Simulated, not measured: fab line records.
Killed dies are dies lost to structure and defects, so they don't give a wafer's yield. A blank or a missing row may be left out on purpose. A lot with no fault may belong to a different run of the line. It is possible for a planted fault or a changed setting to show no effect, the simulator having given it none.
fab line records ; flow sky130
[record] lots = 14; wafers = 42; last-day = 51
route steps=708 shown VIA2@509 METAL4@628 VIA4@640
lots that met no fault: from a run of the same line without faults
start-h: start of the lot's first displayed wafer, in hours after the record's first day ; wait-h: time in hours since the lot's previous step ; " unchanged from the row above ; L1.1+2: a single row standing in for several wafers ; - no value, or no start was given ; * or withheld: withheld ; < > ~ a bound
route shown NAME@n: NAME is a module with steps in the file, n the number in the route of the first one ; usual: the fault-free wafers' mean and standard deviation ; same: alike in all rows ; chamber/n: place in a boat ; sites: readings site by site ; _std_site: their standard deviation ; _edge_site: mean of outer sites minus mean of inner sites ; radius-mm: how far each site lies from the wafer's centre ; mask NAME#n: copy n ; behind: tool/chamber where the wafer was last shaped ; hold: what put the lot on hold/how long, in hours/how the hold closed ; device: transistor that didn't switch, given as n, p or np ; end of line: tests of these same wafers at the route's end ; for a step that has no rows: nothing shown but its recipe ; killed: count of dies lost to structure and defects at first sort (not the wafer's yield) ; map: a wafer's dies, marking killed ones x, the rest . and places with no die _
set.NAME: the setting as run; set.NAME@STEP: as run at that earlier step ; model.NAME: the simulator's own value behind a step, which no gauge read
one table for each step of the route and one row for each wafer, over a sample of lots
services: a tool's chamber out of use, with start hour (start-h, from the record's first day; less than 0 if before it), hours out, and reason
[[steps]]
[step SKY_VIA2_CMP_02]
[recipe] material = SiO2; down-force-psi = 4; platen-rpm = 60; pad-velocity-m-s = 0.94248
[usual] motor-current-A = 12.5/1.3
lot.wafer;tool;chamber;start-h;wait-h;motor-current-A
L696.1;cmp-01;0;854.65;0.1;13.8
L696.4;cmp-01;1;854.65;0.1;14.8
L696.5;cmp-01;1;854.65;0.1;14.7
L698.2;cmp-02;0;865.76;0.1;13.2
L698.6;cmp-02;2;865.76;0.1;11.5
L698.5;cmp-02;3;865.76;0.1;10.7
L699.4;cmp-02;0;867.05;0.1;12.8
L699.3;cmp-02;1;867.05;0.1;13.3
L699.5;cmp-02;2;867.05;0.1;11.7
L700.2;cmp-01;2;877.07;0.0;10.5
L700.3;cmp-01;1;877.07;0.0;14.8
L700.6;cmp-01;2;877.07;0.0;11.3
L708.1;cmp-02;0;943.04;0.1;13.8
L708.3;cmp-02;2;943.04;0.1;11.8
L708.6;cmp-02;3;943.04;0.1;11.1
L709.2;cmp-02;3;943.34;0.1;10.5
L709.4;cmp-02;0;943.34;0.1;13.1
L709.6;cmp-02;2;943.34;0.1;11.8
L711.2;cmp-02;3;951.05;0.0;11.2
L711.4;cmp-02;0;951.05;0.0;13.3
L711.3;cmp-02;2;951.05;0.0;11.5
L712.1;cmp-01;2;954.83;0.1;11.7
L712.4;cmp-01;3;954.83;0.1;12.0
L712.3;cmp-01;0;954.83;0.1;13.3
L713.3;cmp-02;2;966.67;0.0;11.7
L713.6;cmp-02;2;966.67;0.0;11.7
L713.5;cmp-02;3;966.67;0.0;11.2
L714.1;cmp-02;2;969.37;0.1;11.9
L714.3;cmp-02;0;969.37;0.1;13.1
L714.6;cmp-02;1;969.37;0.1;12.7
L715.3;cmp-01;1;979.85;0.1;14.4
L715.2;cmp-01;2;979.85;0.1;11.1
L715.5;cmp-01;1;979.85;0.1;15.4
L716.3;cmp-01;0;984.85;0.1;13.5
L716.1;cmp-01;1;984.85;0.1;14.0
L716.5;cmp-01;0;984.85;0.1;13.8
L718.2;cmp-01;1;1000.14;0.1;14.5
L718.5;cmp-01;3;1000.14;0.1;11.0
L718.6;cmp-01;0;1000.14;0.1;14.4
L719.4;cmp-02;3;1004.96;0.1;10.5
L719.6;cmp-02;1;1004.96;0.1;14.0
L719.5;cmp-02;2;1004.96;0.1;11.4
[step SKY_METAL4_DEVELOP_12]
[recipe] develop-time-s = 60; resist = KrF-thick; dev-temp-c = 21
[usual] chill-plate-temp-C = 23.00/0.11; develop-time-s = 60/0
lot.wafer;tool;chamber;start-h;wait-h;chill-plate-temp-C;develop-time-s
L696.1;litho-track-02;0;1012;-;22.97;60
L696.4;litho-track-02;0;1012;-;23.07;60
L696.5;litho-track-02;0;1012;-;23.07;60
L698.2;litho-track-02;0;1023;-;23.09;60
L698.5;litho-track-02;0;1023;-;22.84;60
L698.6;litho-track-02;0;1023;-;22.97;60
L699.3;litho-track-02;-;1023;-;-;-
L699.4;litho-track-02;-;1023;-;-;-
L699.5;litho-track-02;-;1023;-;-;-
L700.2;litho-track-02;-;1033;-;-;-
L700.3;litho-track-02;-;1033;-;-;-
L700.6;litho-track-02;-;1033;-;-;-
L709.2;litho-track-01;0;1089;-;23.03;60
L709.4;litho-track-01;0;1089;-;22.90;60
L709.6;litho-track-01;0;1089;-;23.17;60
L708.1;litho-track-01;0;1089;-;23.04;60
L708.3;litho-track-01;0;1089;-;22.94;60
L708.6;litho-track-01;0;1089;-;22.89;60
L711.2;litho-track-01;0;1096;-;23.04;60
L711.3;litho-track-01;0;1096;-;23.01;60
L711.4;litho-track-01;0;1096;-;22.84;60
L712.1;litho-track-04;0;1100;-;23.15;60
L712.3;litho-track-04;0;1100;-;23.09;60
L712.4;litho-track-04;0;1100;-;22.99;60
L713.3;litho-track-04;0;1109;-;23.05;60
L713.5;litho-track-04;0;1109;-;23.15;60
L713.6;litho-track-04;0;1109;-;23.17;60
L714.1;litho-track-02;0;1111;-;23.24;60
L714.3;litho-track-02;0;1111;-;23.02;60
L714.6;litho-track-02;0;1111;-;23.08;60
L715.2;litho-track-01;0;1121;-;22.91;60
L715.3;litho-track-01;0;1121;-;23.03;60
L715.5;litho-track-01;0;1121;-;22.84;60
L716.1;litho-track-02;0;1123;-;23.16;60
L716.3;litho-track-02;0;1123;-;22.90;60
L716.5;litho-track-02;0;1123;-;23.03;60
L718.2;litho-track-01;0;1138;-;22.91;60
L718.5;litho-track-01;0;1138;-;22.97;60
L718.6;litho-track-01;0;1138;-;23.02;60
L719.4;litho-track-02;0;1144;-;23.00;60
L719.5;litho-track-02;0;1144;-;22.95;60
L719.6;litho-track-02;0;1144;-;22.95;60
[step SKY_METAL4_STRIP_19]
[recipe] chemistry = O2/N2; power-w = 1400; pressure-mtorr = 1500; platen-temp-c = withheld; o2-flow-sccm = 3000; n2-flow-sccm = 300; overash-fraction = 0.5
[usual] drypump-motor-current-A = 5.88/0.29; oes-product-au = 0.501/0.0055; strip-time-to-endpoint-s = 6.52/0.068
lot.wafer;tool;chamber;start-h;wait-h;drypump-motor-current-A;oes-product-au;rf-hours-counter-h;strip-time-to-endpoint-s
L696.1;plasma-asher-03;0;1012.76;0.1;5.68;0.496;120;6.47
L696.4;plasma-asher-03;1;1012.76;0.1;5.62;0.503;-;6.41
L696.5;plasma-asher-03;0;1012.76;0.1;5.69;0.502;-;6.44
L698.2;plasma-asher-02;0;1023.61;0.1;5.68;0.507;83;6.51
L698.5;plasma-asher-02;0;1023.61;0.1;5.69;0.502;-;6.53
L698.6;plasma-asher-02;1;1023.61;0.1;6.34;0.502;-;6.63
L699.3;plasma-asher-04;1;1024.30;0.1;5.68;0.502;-;6.76
L699.4;plasma-asher-04;0;1024.30;0.1;6.13;0.516;-;6.69
L699.5;plasma-asher-04;1;1024.30;0.1;5.67;0.514;-;6.74
L700.2;plasma-asher-04;1;1034.31;0.1;5.62;0.507;60;6.65
L700.3;plasma-asher-04;0;1034.31;0.1;6.18;0.511;-;6.66
L700.6;plasma-asher-04;1;1034.31;0.1;5.66;0.500;-;6.66
L709.2;plasma-asher-02;0;1089.93;0.1;5.65;0.499;90;6.43
L709.4;plasma-asher-02;0;1089.93;0.1;5.69;0.499;-;6.49
L709.6;plasma-asher-02;1;1089.93;0.1;6.34;0.503;-;6.45
L708.1;plasma-asher-03;1;1090.28;0.1;5.60;0.494;2;6.44
L708.3;plasma-asher-03;0;1090.28;0.1;5.68;0.507;-;6.51
L708.6;plasma-asher-03;1;1090.28;0.1;5.59;0.501;-;6.42
L711.2;plasma-asher-03;0;1097.08;0.1;5.70;0.490;3;6.43
L711.3;plasma-asher-03;1;1097.08;0.1;5.60;0.495;-;6.39
L711.4;plasma-asher-03;0;1097.08;0.1;5.68;0.498;-;6.51
L712.1;plasma-asher-04;1;1101.49;0.1;5.67;0.503;66;6.42
L712.3;plasma-asher-04;0;1101.49;0.1;6.22;0.500;-;6.43
L712.4;plasma-asher-04;1;1101.49;0.1;5.69;0.508;-;6.48
L713.3;plasma-asher-03;0;1109.92;0.1;5.68;0.500;-;6.60
L713.5;plasma-asher-03;1;1109.92;0.1;5.63;0.498;-;6.47
L713.6;plasma-asher-03;0;1109.92;0.1;5.70;0.500;-;6.54
L714.1;plasma-asher-04;0;1111.76;0.1;6.16;0.506;67;6.56
L714.3;plasma-asher-04;1;1111.76;0.1;5.64;0.499;-;6.51
L714.6;plasma-asher-04;1;1111.76;0.1;5.67;0.495;-;6.51
L715.2;plasma-asher-02;1;1121.83;0.1;6.33;0.492;93;6.47
L715.3;plasma-asher-02;1;1121.83;0.1;6.32;0.511;-;6.62
L715.5;plasma-asher-02;1;1121.83;0.1;6.35;0.499;-;6.54
L716.1;plasma-asher-02;1;1124.11;0.1;6.35;0.507;93;6.54
L716.3;plasma-asher-02;0;1124.11;0.1;5.66;0.503;-;6.52
L716.5;plasma-asher-02;0;1124.11;0.1;5.68;0.496;-;6.49
L718.2;plasma-asher-03;0;1138.93;0.1;5.67;0.499;7;6.47
L718.5;plasma-asher-03;0;1138.93;0.1;5.66;0.509;-;6.49
L718.6;plasma-asher-03;1;1138.93;0.1;5.61;0.494;-;6.50
L719.4;plasma-asher-02;0;1144.85;0.1;5.68;0.502;-;6.55
L719.5;plasma-asher-02;1;1144.85;0.1;6.32;0.502;-;6.54
L719.6;plasma-asher-02;0;1144.85;0.1;5.70;0.497;-;6.48
[step SKY_VIA4_THK_MEAS_01]
[recipe] reads = SiO2_of_VIA4_HDPCVD_00
[usual] VIA4_HDPCVD_THK = 1754/21
lot.wafer;tool;chamber;start-h;wait-h;VIA4_HDPCVD_THK[nm]
L696.1;film-metro-01;-;1013.54;0.1;1751
L696.4;film-metro-01;-;1013.54;0.1;1750
L696.5;film-metro-01;-;1013.54;0.1;1761
L698.2;film-metro-01;-;1024.39;0.1;1740
L698.5;film-metro-01;-;1024.39;0.1;1740
L698.6;film-metro-01;-;1024.39;0.1;1754
L709.2;film-metro-03;-;1090.82;0.1;1759
L709.4;film-metro-03;-;1090.82;0.1;1747
L709.6;film-metro-03;-;1090.82;0.1;1723
L708.1;film-metro-02;-;1091.13;0.1;1751
L708.3;film-metro-02;-;1091.13;0.1;1786
L708.6;film-metro-02;-;1091.13;0.1;1785
L711.2;film-metro-01;-;1098.33;0.1;1787
L711.3;film-metro-01;-;1098.33;0.1;1734
L711.4;film-metro-01;-;1098.33;0.1;1745
L712.1;film-metro-02;-;1102.66;0.1;1788
L712.3;film-metro-02;-;1102.66;0.1;1755
L712.4;film-metro-02;-;1102.66;0.1;1745
L713.3;film-metro-01;-;1110.68;0.1;1770
L713.5;film-metro-01;-;1110.68;0.1;1772
L713.6;film-metro-01;-;1110.68;0.1;1735
L714.1;film-metro-01;-;1112.64;0.1;1779
L714.3;film-metro-01;-;1112.64;0.1;1797
L714.6;film-metro-01;-;1112.64;0.1;1781
L715.2;film-metro-01;-;1122.69;0.1;1726
L715.3;film-metro-01;-;1122.69;0.1;1717
L715.5;film-metro-01;-;1122.69;0.1;1738
L716.1;film-metro-02;-;1125.45;0.1;1722
L716.3;film-metro-02;-;1125.45;0.1;1719
L716.5;film-metro-02;-;1125.45;0.1;1759
L718.2;film-metro-02;-;1139.72;0.1;1769
L718.5;film-metro-02;-;1139.72;0.1;1781
L718.6;film-metro-02;-;1139.72;0.1;1718
L719.4;film-metro-02;-;1145.63;0.0;1728
L719.5;film-metro-02;-;1145.63;0.0;1746
L719.6;film-metro-02;-;1145.63;0.0;1760
[[services]]
tool;chamber;start-h;hours;kind
cmp-02;-;847.37;3.4;repair
cmp-02;-;868.86;7.6;pm
cmp-01;-;870.98;2.0;repair
plasma-asher-02;-;882.30;0.4;repair
plasma-asher-03;-;890.21;1.0;repair
cmp-02;-;912.11;4.0;pm
cmp-02;-;916.11;-;consumable-replace:conditioner
cmp-01;-;928.40;1.4;repair
cmp-02;-;928.72;2.0;repair
cmp-01;-;929.55;0.9;repair
plasma-asher-02;-;953.58;6.3;repair
cmp-02;-;960.62;4.5;repair
cmp-02;-;999.46;1.2;repair
plasma-asher-03;-;1055.25;9.0;pm
cmp-02;-;1063.77;0.3;repair
cmp-01;-;1066.94;6.1;repair
plasma-asher-02;-;1067.98;1.8;repair
plasma-asher-03;-;1071.91;3.8;repair
cmp-01;-;1084.28;4.0;pm
cmp-02;-;1087.09;0.4;repair
cmp-02;-;1096.98;1.0;repair
plasma-asher-02;-;1102.45;1.2;repair
cmp-02;-;1105.87;4.3;repair
cmp-02;-;1130.17;6.0;repair
[[key]]
[first-sign] step = SKY_METAL4_DEVELOP_12; reading = tool-record; direction = missing
effect none on later readings
met-at SKY_METAL4_DEVELOP_12
struck-lots L699,L700
later-rows-left-out L699.3,L699.4,L699.5,L700.2,L700.3,L700.6
sort-left-out L699.3,L699.4,L699.5,L700.2,L700.3,L700.6
not-acting-at SKY_VIA2_CMP_02,SKY_METAL4_STRIP_19,SKY_VIA4_THK_MEAS_01
[fault] kind = skipped-step-whole; tool = litho-track-02; chamber = -; onset-h = 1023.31; steps = SKY_METAL4_DEVELOP_12; scope = struck-lots-only
// sort-left-out: the simulated sort isn't trusted on such a fault, so these wafers' sort isn't shown, and their yield isn't known
// later-rows-left-out: the simulator's readings of these wafers behind a module that went badly wrong aren't trusted and aren't shown, but for the sort
